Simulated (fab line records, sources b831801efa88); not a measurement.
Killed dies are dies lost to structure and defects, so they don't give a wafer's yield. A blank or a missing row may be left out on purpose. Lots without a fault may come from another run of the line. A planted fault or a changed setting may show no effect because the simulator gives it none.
Split-lot experiment | flow sky130 | 5 lots, 23 wafers read, on a route of 708 steps

THE SPLIT
At SKY_VIA4_DEVELOP_10 (develop time 60 s), the setting develop_time_s was moved away from the recipe's 60 s on 10 of the 23 wafers read, by -10.6% to +14.2%. The other wafers ran this setting at the recipe's value.

The file shows no step between the split and the reading.

THE READING
VIA4.cd_nm (the simulator's own value, which no gauge read), in nm, at SKY_VIA4_ETCH_12 (etches SiO2 in C4F8/O2/Ar, stops on TiN, target depth 580 nm). The file gives no usual value for it. The 13 wafers here that ran the recipe average 799.9 nm, standard deviation 2.1 nm.

wafer  | tool, chamber at the split | develop_time_s as run, s | against the recipe | VIA4.cd_nm, nm | against lot-mates on the recipe
L074.1 | litho_track-03, 0          | 60                       | recipe             | 800.5          | -
L074.2 | litho_track-03, 0          | 60                       | recipe             | 797.5          | -
L074.4 | litho_track-03, 0          | 60                       | recipe             | 800.7          | -
L074.5 | litho_track-03, 0          | 53.65                    | -10.6%             | 789.2          | -10.4
L074.6 | litho_track-03, 0          | 53.65                    | -10.6%             | 791            | -8.6
L077.1 | litho_track-03, 0          | 60                       | recipe             | 801.4          | -
L077.2 | litho_track-03, 0          | 57.3                     | -4.5%              | 795.8          | -6.2
L077.3 | litho_track-03, 0          | 57.3                     | -4.5%              | 796            | -6.0
L077.4 | litho_track-03, 0          | 57.3                     | -4.5%              | 793.7          | -8.3
L077.6 | litho_track-03, 0          | 60                       | recipe             | 802.6          | -
L083.4 | litho_track-04, 0          | 60                       | recipe             | 803.5          | -
L083.5 | litho_track-04, 0          | 60                       | recipe             | 799.5          | -
L083.6 | litho_track-04, 0          | 60                       | recipe             | 802            | -
L081.1 | litho_track-04, 0          | 57.47                    | -4.2%              | 797.1          | -2.4
L081.2 | litho_track-04, 0          | 57.47                    | -4.2%              | 797.1          | -2.4
L081.4 | litho_track-04, 0          | 60                       | recipe             | 799.4          | -
L081.5 | litho_track-04, 0          | 57.47                    | -4.2%              | 796.4          | -3.1
L081.6 | litho_track-04, 0          | 60                       | recipe             | 799.7          | -
L085.1 | litho_track-03, 0          | 60                       | recipe             | 797.6          | -
L085.6 | litho_track-03, 0          | 60                       | recipe             | 797.6          | -
L085.2 | litho_track-03, 0          | 60                       | recipe             | 796.7          | -
L085.3 | litho_track-03, 0          | 68.52                    | +14.2%             | 810.3          | +13.0
L085.4 | litho_track-03, 0          | 68.52                    | +14.2%             | 810            | +12.7

THE FIT
A straight line over all 23 wafers: VIA4.cd_nm changes by +0.802 nm for each +1% of develop_time_s; r = +0.93; the points scatter about the line by 1.8 nm.
The same after taking each lot's own level away (the mean of its wafers on the recipe; 23 wafers): +0.928 nm for each +1%; r = +0.96; scatter 1.5 nm.
On that fit, the largest move of develop_time_s shifts the reading by 13 nm.
The lots' own levels span 797.30 to 802.00 nm, that is 2.3 times the standard deviation above.
So the lot-to-lot level changes the slope: the two fits differ.
Check: with one of the wafers moved furthest among these (+14.2%) left out of the fit, the line predicts +13 nm for it against its lot-mates. It came out at +13 nm against them.

OTHER SPLITS ON THESE WAFERS
These wafers also went through other splits before the reading. Each is held against what the fit with the lots' levels taken away leaves over:
other split on the same wafers | wafers away from the commonest value | r with VIA4.cd_nm (lot level and that fit taken away)
SKY_CAP2M_METAL_ETCH_13 icp_w  | 8                                    | -0.26
SKY_METAL4_EXPOSE_10 dose_mj   | 4                                    | +0.16
SKY_VIA4_HDPCVD_00 time_s      | 7                                    | +0.50

THE FILE'S OWN FIT
VIA4.cd_nm changes by +0.923 nm for each +1% of develop_time_s, r = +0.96.
